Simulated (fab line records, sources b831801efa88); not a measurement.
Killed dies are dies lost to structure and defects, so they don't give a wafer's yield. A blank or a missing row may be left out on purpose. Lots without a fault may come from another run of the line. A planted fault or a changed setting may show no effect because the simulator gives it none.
Chamber matching | flow sky130 | SKY_CONTACT_CMP_04 on cmp-02: 4 sister chambers
The step polishes SiO2. 8 wafers are shown with their chamber, then 7 later ones without.

WAFERS WITH THEIR CHAMBER
wafer  | chamber | motor_current_A (A) | time_to_endpoint_s (s)
L847.1 | 2       | 10.3                | 83
L848.4 | 2       | 10.5                | 83
L852.1 | 3       | 12.4                | 84
L851.2 | 1       | 11.1                | 82
L851.5 | 1       | 11.4                | 76
L851.6 | 0       | 11.9                | 77
L862.1 | 3       | 11.9                | 85
L862.2 | 0       | 10.8                | 71

WAFERS WITHOUT THEIR CHAMBER
wafer  | motor_current_A (A) | time_to_endpoint_s (s)
L862.4 | 11.6                | 77
L865.1 | 12.5                | 82
L865.2 | 10.2                | 69
L865.4 | 11.7                | 69
L866.1 | 10.8                | 82
L866.3 | 11.4                | 83
L866.6 | 11.2                | 78

WHICH CHAMBER EACH WENT THROUGH
wafer  | from the rows above               | in truth
L862.4 | can't be placed: 1 or 0 or 3      | 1
L865.1 | can't be placed: 3 or 1           | 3
L865.2 | can't be placed: 0 or 1 or 2      | 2
L865.4 | can't be placed: 0 or 1           | 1
L866.1 | can't be placed: 2 or 1 or 0      | 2
L866.3 | can't be placed: 1 or 3 or 2 or 0 | 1
L866.6 | can't be placed: 1 or 0           | 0
Placed correctly: 0 of 7. Can't be placed from these rows: 7 (the true chamber is among the candidates in 7). Placed wrongly: 0.
How it was worked out, from the rows above alone: a wafer's distance from a chamber is the root of the sum, over the readings, of the square of ((its reading less the chamber's mean) divided by the reading's scatter). The wafer belongs to the nearest chamber; if the next one is less than 2 further off, it can't be placed. A chamber's mean is the mean of its shown wafers. The scatter: the root of (the sum of the squares of (reading less its chamber's mean) over the shown wafers, divided by (wafers less chambers)).
